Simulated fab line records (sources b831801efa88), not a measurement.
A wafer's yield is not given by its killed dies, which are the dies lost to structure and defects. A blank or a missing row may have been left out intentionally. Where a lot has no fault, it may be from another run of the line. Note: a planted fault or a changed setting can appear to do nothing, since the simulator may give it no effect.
Matching of chambers ; flow gf180mcu ; GF_V2_ETCH_17 on rie-diel-04: 4 sister chambers
The step etches SiO2 in C4F8/O2/Ar, stops on TiN, target depth 630 nm. 4 wafers are shown with their chamber, then 8 later ones without.

== EACH WAFER AND ITS CHAMBER ==
wafer;chamber;oes-product-au (a.u.)
L668.2;0;0.848
L676.1;2;0.857
L684.6;3;0.862
L685.2;1;0.856

== WAFERS MISSING THEIR CHAMBER ==
wafer;oes-product-au (a.u.)
L685.5;0.856
L685.6;0.860
L688.1;0.861
L688.5;0.855
L688.6;0.855
L687.1;0.856
L687.2;0.860
L687.6;0.855

== WHICH CHAMBER EACH ONE RAN IN ==
wafer;from the rows above;in truth
L685.5;can't be placed: 1 or 2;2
L685.6;can't be placed: 3 or 2 or 1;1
L688.1;3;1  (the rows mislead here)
L688.5;can't be placed: 1 or 2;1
L688.6;can't be placed: 1 or 2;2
L687.1;can't be placed: 1 or 2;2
L687.2;can't be placed: 3 or 2 or 1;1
L687.6;can't be placed: 1 or 2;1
Correct placement for 0 of the 8. Unplaceable from these rows: 7, with the true chamber sitting among the candidates in 7. 1 placed wrongly.
How it was worked out, from the rows above alone: a wafer's distance from a chamber is the root of the sum, over the readings, of the square of ((its reading less the chamber's mean) divided by the reading's scatter). If the next closest chamber is less than 2 further off than the closest, the wafer can't be placed; otherwise it belongs to the closest. A chamber's mean is the mean of its shown wafers. The scatter (one wafer shown for each chamber): square how far every hidden wafer sits from the nearest shown wafer, average those squares and take the square root.
